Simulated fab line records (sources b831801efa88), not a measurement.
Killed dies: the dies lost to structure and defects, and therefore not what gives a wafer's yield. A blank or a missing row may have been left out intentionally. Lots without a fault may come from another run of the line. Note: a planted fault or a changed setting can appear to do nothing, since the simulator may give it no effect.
Which of the tools did it? ; flow sky130 ; 39 wafers from 13 lots sampled at 4 of the route's 708 steps

## WHAT EACH GAUGE READ, for each wafer
SKY_LDD_N_OVL_MEAS_07. Usual: LDD_N_OVL typically reads -0.6 nm, with standard deviation 1.3.
lot;measured;on;LDD_N_OVL (nm);flag
L319;day 18 21:29;overlay-01;-2.0 -2.8 -1.1;
L320;day 19 03:27;overlay-02;-0.3 -1.8 -0.7;
L321;day 19 12:39;overlay-02;0.4 0.8 1.5;
L322;day 20 17:56;overlay-02;1.6 -0.2 1.5;
L324;day 21 01:04;overlay-01;0.2 -0.1 -1.2;
L326;day 22 02:50;overlay-02;0.1 -1.2 -0.8;
L328;day 22 11:55;overlay-01;-1.0 -1.5 -0.7;
L329;day 23 04:10;overlay-02;1.0 1.1 1.3;
L330;day 23 14:25;overlay-02;-0.5 1.0 -0.2;
L331;day 23 23:08;overlay-02;0.5 -0.1 -1.6;
L333;day 24 10:10;overlay-02;-1.9 -1.2 -2.8;
L338;day 25 19:28;overlay-01;-0.7 -0.7 2.3;
L339;day 26 01:41;overlay-01;-2.6 -2.1 -3.6;

SKY_LDD_P_CD_MEAS_07: the cd target is 380 nm. Usual: cd_nm 379.0 nm, standard deviation 2.7.
lot;measured;on;cd_nm (nm);flag
L319;day 20 08:18;cd_sem-02;373.8 374.1 374.2;
L320;day 20 13:47;cd_sem-02;378.6 377.6 378.1;
L321;day 20 22:36;cd_sem-02;380.0 377.3 378.1;
L322;day 22 04:46;cd_sem-02;380.2 380.1 379.7;
L324;day 22 11:37;cd_sem-02;376.7 375.8 375.9;
L326;day 23 13:48;cd_sem-01;385.9 382.9 381.9;
L328;day 23 21:36;cd_sem-01;382.3 381.2 382.9;
L329;day 24 13:20;cd_sem-02;376.4 375.7 374.2;
L330;day 24 22:54;cd_sem-02;379.0 380.7 378.5;
L331;day 25 06:43;cd_sem-01;379.9 379.8 379.7;
L333;day 25 17:13;cd_sem-01;377.9 378.6 379.9;
L338;day 27 01:34;cd_sem-02;380.3 379.3 377.6;
L339;day 27 08:45;cd_sem-01;379.1 378.9 378.2;

SKY_LDD_HVP_OVL_MEAS_07. Usual: LDD_HVP_OVL typically reads -0.1 nm, with standard deviation 1.6.
lot;measured;on;LDD_HVP_OVL (nm);flag
L319;day 23 03:36;overlay-02;-0.5 -1.2 -0.7;
L320;day 23 09:22;overlay-02;1.2 1.4 2.2;
L321;day 23 18:00;overlay-02;-1.5 -0.5 0.7;
L322;day 24 22:15;overlay-02;-1.5 -4.1 -0.8;
L324;day 25 02:55;overlay-02;3.6 2.3 0.7;
L326;day 26 02:30;overlay-01;-2.5 -1.4 -2.1;
L328;day 26 10:07;overlay-01;-1.8 -0.1 -0.7;
L329;day 27 01:18;overlay-02;-0.7 1.9 0.9;
L330;day 27 10:28;overlay-01;1.6 1.1 1.6;
L331;day 27 17:16;overlay-01;-0.7 -1.8 -0.9;
L333;day 28 03:55;overlay-02;0.9 -0.1 0.5;
L338;day 29 12:22;overlay-02;165.8 168.1 167.5;OFF
L339;day 29 21:36;overlay-01;167.7 166.3 166.7;OFF

## TOOL THAT RAN EACH LOT (tool first, then ch and the chambers of the sampled wafers, then the start)
lot;SKY_LDD_HVP_EXPOSE_04
L319;iline_stepper-01 ch 0, day 22 11:04
L320;iline_stepper-01 ch 0, day 22 16:49
L321;iline_stepper-01 ch 0, day 23 01:57
L322;iline_stepper-01 ch 0, day 24 07:09
L324;iline_stepper-02 ch 0, day 24 13:00
L326;iline_stepper-02 ch 0, day 25 12:22
L328;iline_stepper-02 ch 0, day 25 20:26
L329;iline_stepper-02 ch 0, day 26 09:48
L330;iline_stepper-01 ch 0, day 26 19:41
L331;iline_stepper-02 ch 0, day 27 03:30
L333;iline_stepper-02 ch 0, day 27 13:50
L338;iline_stepper-01 ch 0, day 28 22:02
L339;iline_stepper-01 ch 0, day 29 06:48
- SKY_LDD_HVP_EXPOSE_04: exposes mask HVPTM, target cd 700 nm.

## WHAT THE TOOLS THEMSELVES READ (means of the sampled wafers that have a number; where no wafer has one, the mark that the record gives instead)
The record holds no such reading with a usual standard deviation.

## THE ANSWER, worked out from the rows above alone
Rule: a lot is off if the mean of its wafers that have a number lies more than 3 standard deviations from the usual mean. Also off: a lot with no number at a reading for which 4 or more lots have one. All remaining lots with rows at the step are treated as sound. Order of review: gauges by route order, followed by the tools' own readings, for which a lot's mean as printed above is used. The first step at which some lot is off is used, and at that step the reading that is off furthest; a lot without a number counts as furthest.
Off: at SKY_LDD_HVP_OVL_MEAS_07 (LDD_HVP_OVL), L338, L339.
If a tool, at a process step before that reading, ran all the lots that are off and no sound lot after the first of them, it fits. Those tools and the gauges at SKY_LDD_HVP_OVL_MEAS_07 are tried in the same way. One candidate fits, namely iline_stepper-01 at SKY_LDD_HVP_EXPOSE_04. A fault onset in the window from L330 (day 26 19:41, its last sound lot) to L338 (day 28 22:02, its first lot off) fits.

## WHAT THE SIMULATOR HAD INSERTED
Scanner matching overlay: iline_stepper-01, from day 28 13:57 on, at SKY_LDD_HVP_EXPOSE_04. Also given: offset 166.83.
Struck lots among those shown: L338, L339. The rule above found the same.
